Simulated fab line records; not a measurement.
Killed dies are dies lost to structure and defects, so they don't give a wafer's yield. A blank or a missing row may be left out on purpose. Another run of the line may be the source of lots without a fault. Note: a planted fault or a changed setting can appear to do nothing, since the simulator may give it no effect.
Struck lot and sound lot, side by side || flow sky130 || 19 steps out of a route of 708
Sound: wafers L486.1, L486.5, L486.6. The struck wafers were L490.1, L490.3, L490.4. Last of all comes the cause.
For every step that has rows: the tool of each side, followed by ch and its chambers, followed by its first start. Under that, the readings that differ: sound wafers || struck wafers || difference of the means || sigmas: that difference in standard deviations of wafers without a fault.
alike: words and numbers the same on both sides, and readings whose means are apart by under 2 such deviations; not compared: readings that were withheld, readings missing a value for some wafer, numbers with overlapping values and no deviation given by the record, and bounds like >300 which may hide the same value.
The two part at a step that has a row with sigmas, a row that says differs or no value, or rows on one side only. Numbers that have no deviation but don't overlap get no sigmas and don't part them. A reading missing from all wafers of one side parts the sides only when that side holds two or more wafers.

SKY_LI_CONTACT_CVD_21: deposits W, target thk 400 nm, time 120.56 s.
  sound on cvd w-01 ch 0,1, day 29 18:35; struck on cvd w-02 ch 0,1, day 30 18:08
  alike: heater power w
SKY_LI_CONTACT_RS_MEAS_22: the measuring method here is four-point-probe.
  sound on film metro-03, day 29 18:42; struck on film metro-04, day 30 18:15
  alike: LI_CONTACT_W_RS
SKY_LI_CONTACT_THK_MEAS_23: measures by xrf.
  sound on film metro-03, day 29 18:49; struck on film metro-04, day 30 18:22
  alike: LI_CONTACT_W_THK
SKY_LI_CONTACT_CMP_24: polishes, stops on PSG, t overpolish 20 s, target thk 0 nm.
  sound on cmp-01 ch 2,3, day 29 18:56; struck on cmp-01 ch 1,2,3, day 30 18:26
  alike: edge zone pressure frac, motor current A, overpolish run s, retaining ring pressure frac, time to endpoint s
SKY_LOCAL_INTERCONNECT_SPUTTER_00: material TiN, target thk 100 nm, time 83.3 s.
  sound on pvd sputter-01, day 29 19:11; struck on pvd sputter-03, day 30 18:44
  alike: throttle valve pct
SKY_LOCAL_INTERCONNECT_RS_MEAS_01: the measuring method here is four-point-probe.
  sound on film metro-04, day 29 19:15; struck on film metro-01, day 30 18:48
  alike: LOCAL_INTERCONNECT_TIN_RS
SKY_LOCAL_INTERCONNECT_THK_MEAS_02: measures by xrf.
  sound on film metro-04, day 29 19:22; struck on film metro-01, day 30 18:55
  alike: LOCAL_INTERCONNECT_TIN_THK
then, 5 steps without rows for these wafers: SKY_LOCAL_INTERCONNECT_DEHYDRATE_03 (time 60 s); SKY_LOCAL_INTERCONNECT_HMDS_04 (prime time 60 s); SKY_LOCAL_INTERCONNECT_COAT_05 (resist thk 60 nm); SKY_LOCAL_INTERCONNECT_COAT_06 (resist thk 450 nm); SKY_LOCAL_INTERCONNECT_SOFTBAKE_07 (time 90 s).
SKY_LOCAL_INTERCONNECT_EXPOSE_08: exposes mask LI1M, target cd 170 nm.
  sound on krf scanner-02 ch 0, day 30 09:26; struck on krf scanner-02 ch 0, day 31 08:43
{"reading": "model.LOCAL_INTERCONNECT.overlay x nm (nm)", "sound": "3.369 3.369 3.369", "struck": "67.03 67.03 67.03", "difference": "+63.66", "sigmas": ""}
  alike: mask
then, 2 steps without rows for these wafers: SKY_LOCAL_INTERCONNECT_PEB_09; SKY_LOCAL_INTERCONNECT_DEVELOP_10 (develop time 60 s).
SKY_LOCAL_INTERCONNECT_CD_MEAS_11: target cd 170 nm.
  sound on cd sem-01, day 30 23:16; struck on cd sem-01, day 31 22:37
  alike: cd nm
SKY_LOCAL_INTERCONNECT_OVL_MEAS_12:
  sound on overlay-02, day 30 23:23; struck on overlay-02, day 31 22:44
{"reading": "LOCAL_INTERCONNECT_OVL (nm)", "sound": "8 2 -8", "struck": "70 73 65", "difference": "+69", "sigmas": "+12"}
SKY_LOCAL_INTERCONNECT_ETCH_13: etches BARC in N2/H2, stops on SiO2, time 45.9 s, target depth 60 nm.
  sound on rie metal-04 ch 0,1, day 30 23:26; struck on rie metal-02 ch 0,1, day 31 22:47
  alike: bias w, drypump motor current A, he backside leak sccm, oes product au, throttle valve pct
  not compared: rf hours counter h
SKY_PAD_OPEN_PROBE_99:
  sound wafers here have rows in the record (prober-01, day 46 05:53); struck ones have none

== WHERE THEY PART ==
Earliest at SKY_LOCAL_INTERCONNECT_OVL_MEAS_12; latest, in this record, at SKY_PAD_OPEN_PROBE_99.

WHY: what had been put in by the simulator
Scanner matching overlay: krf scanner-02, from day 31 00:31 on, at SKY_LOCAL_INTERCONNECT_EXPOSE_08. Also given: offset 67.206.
